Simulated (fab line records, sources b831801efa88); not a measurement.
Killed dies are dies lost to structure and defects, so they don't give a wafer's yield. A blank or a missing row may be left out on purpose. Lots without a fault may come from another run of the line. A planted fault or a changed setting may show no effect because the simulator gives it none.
One fault seen from 2 desks | flow sky130 | each desk has only its own numbers; what lay behind them comes last

THE METROLOGY DESK
What the gauges read, lot by lot, whatever tool the lot ran on: means of the sampled wafers that have a number. A lot is out of limits, marked OUT, if its mean lies more than 4 standard deviations from the usual mean; the brackets give that distance.
Columns: A = SPACER_CVD_00_THK at SKY_SPACER_THK_MEAS_01, usual 43.1 nm; B = cd_nm at SKY_POLY_CUT_CD_MEAS_08, usual 270.2 nm
lot  | first seen here | A    | B
L279 | day 22 15:29    | 43.2 | 271.4
L280 | day 23 07:04    | 43.4 | 272.3
L282 | day 24 22:57    | 43.7 | 272.6
L281 | day 24 22:58    | 42.8 | 268.9
L286 | day 25 12:29    | 42.6 | 270.2
L287 | day 25 18:22    | 42.9 | 267.8
L289 | day 26 15:22    | 43.1 | 268.3
L291 | day 27 17:49    | 43.3 | 270.0
L293 | day 27 23:21    | 42.5 | 269.3
L294 | day 28 05:23    | 42.9 | 269.2
L301 | day 30 13:39    | 43.2 | 271.1
L302 | day 30 20:07    | 43.3 | 270.5
This desk's finding: nothing out of limits on any of the 12 lots.

THE TOOL OWNER'S DESK: implanter-03
The tool's own readings at SKY_SD_P_IMPLANT_09: means of the sampled wafers that have a number, for each lot that ran on this tool. A lot is out of limits, marked OUT, if its mean lies more than 4 standard deviations from the usual mean; the brackets give that distance.
Columns: A = end_station_pressure_torr at SKY_SD_P_IMPLANT_09, usual 1.35e-05 Torr
lot  | first seen here | A
L282 | day 27 10:05    | 1.57e-05
L281 | day 27 10:32    | 1.54e-05
L291 | day 30 02:40    | 1.59e-05
L294 | day 30 13:20    | 1.50e-05
This desk's finding: nothing out of limits on any of the 4 lots.

PUT TOGETHER
The metrology desk saw nothing out of limits.
The tool owner's desk saw nothing out of limits.

WHAT THE SIMULATOR HAD PUT IN
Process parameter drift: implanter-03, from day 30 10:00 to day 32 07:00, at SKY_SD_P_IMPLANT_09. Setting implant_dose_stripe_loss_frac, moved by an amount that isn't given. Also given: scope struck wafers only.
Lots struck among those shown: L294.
